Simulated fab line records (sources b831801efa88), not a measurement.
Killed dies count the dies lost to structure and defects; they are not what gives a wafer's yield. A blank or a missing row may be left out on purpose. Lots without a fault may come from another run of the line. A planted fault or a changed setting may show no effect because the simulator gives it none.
Problem report, 8D (eight disciplines) form, completed by code	flow sky130	the parts of the form that need people (team, actions taken, sign-off) are left out

== 1. THE PROBLEM ==
PASSIVATION_CVD_02_THK at SKY_PASSIVATION_THK_MEAS_03 reads a mean of 456 nm on 1 wafer of 1 lot; wafers without a fault read 540 nm with a standard deviation of 7.6. That puts it -11 standard deviations away from the usual mean.
First seen on wafer L274.6, day 47 03:34, on filmMetro-03. The record holds 30 wafers of 10 lots with a number at this step. By rule, "out" or "out of limits" means more than 4 standard deviations away from the usual mean. Any other wafer with a number is counted as sound.

== 2. WHAT IT IS, AND WHAT IT ISN'T ==
question	is	is not
which readings at this step	PASSIVATION_CVD_02_THK	-
which lots	L274	L264, L265, L266, L268, L270, L277, L280, L281, L282
which wafers of those lots	L274.6	L274.1, L274.3
read on which gauges	filmMetro-03	filmMetro-01, filmMetro-02
when	from day 47 03:34	up to then (17 sound wafers); but 12 sound wafers of L277, L280, L281, L282 came after

== 3. THE SUSPECTS, EACH WITH WHAT RULES IT OUT ==
Counting: a tool at a process step up to the reading stays a suspect if it ran every lot that is out. Sound lots after the first of them don't rule it out here, since some wafers of a struck lot are sound.
- the gauge at SKY_PASSIVATION_THK_MEAS_03 has been ruled out. All the wafers that are out were read on filmMetro-03, but those of them that SKY_PASSIVATION_CVD_02 has rows for are out there too, on other tools.
- pvdSputter-02 at SKY_VIA4_SPUTTER_17 (material TiN, target thk 20 nm, time 80 s): kept. The lot that is out, L274, ran on it at day 46 06:14; the last sound lot it ran before that was L268, at day 44 11:52.
- pecvd-02 at SKY_PASSIVATION_CVD_02 (deposits Si3N4, target thk 540 nm): kept. The lot that is out, L274, ran on it at day 47 03:20; the last sound lot it ran before that was L270, at day 46 05:46. Its own rfFwdPowerW readings are out on those wafers.
- In pecvd-02 at SKY_PASSIVATION_CVD_02, the wafers that are out were processed in chamber 1 and their sound lot-mates in chambers 0, 2.
The count leaves pecvd-02 at SKY_PASSIVATION_CVD_02 and pvdSputter-02 at SKY_VIA4_SPUTTER_17.

== 4. THE CAUSE (what the simulator had put in) ==
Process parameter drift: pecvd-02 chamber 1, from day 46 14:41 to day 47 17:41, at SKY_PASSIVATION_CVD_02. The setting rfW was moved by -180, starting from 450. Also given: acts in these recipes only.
Counting left 2 suspects, and this tool is among them.

== 5. THE CHAIN OF EFFECTS, in route order ==
One row per reading whose mean, taken over the struck wafers that have a number, lies over 3 standard deviations from the usual. Scope: only readings with a usual standard deviation given in the record; hours: median across lots of the time from each lot's start at the first step in this table that gives one to its start at this step; sigmas: change in usual standard deviations.
hours	step	reading	usual	on struck wafers	change	sigmas
0	SKY_PASSIVATION_CVD_02	rfFwdPowerW	449.3 W	271.3	-178.0	-99 or more
0	SKY_PASSIVATION_THK_MEAS_03	PASSIVATION_CVD_02_THK	540 nm	456	-84	-11
20	SKY_PASSIVATION_ETCH_11	oesProductAu	0.977 a.u.	0.906	-0.071	-9.6
Process steps it contains:
- SKY_PASSIVATION_CVD_02: deposits Si3N4, target thk 540 nm.
- SKY_PASSIVATION_ETCH_11: etches the open film in CF4/O2, stops on AlCu, target depth 725 nm, time 161.1 s.

== 6. WHAT WOULD HAVE CAUGHT IT SOONER ==
The first out-of-limits reading at a measuring or inspecting step in this record came at day 47 03:34, 13 hours after the fault's start at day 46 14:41.
Tool's own readings at SKY_PASSIVATION_CVD_02, rfFwdPowerW: out on all struck wafers the step has rows for; an alarm limit on them would have tripped on the first.
The start of SKY_PASSIVATION_CVD_02 on pecvd-02 came by day 47 03:34 for every one of the lots that are out (1). Tool hold at that time: it would have spared none of them.
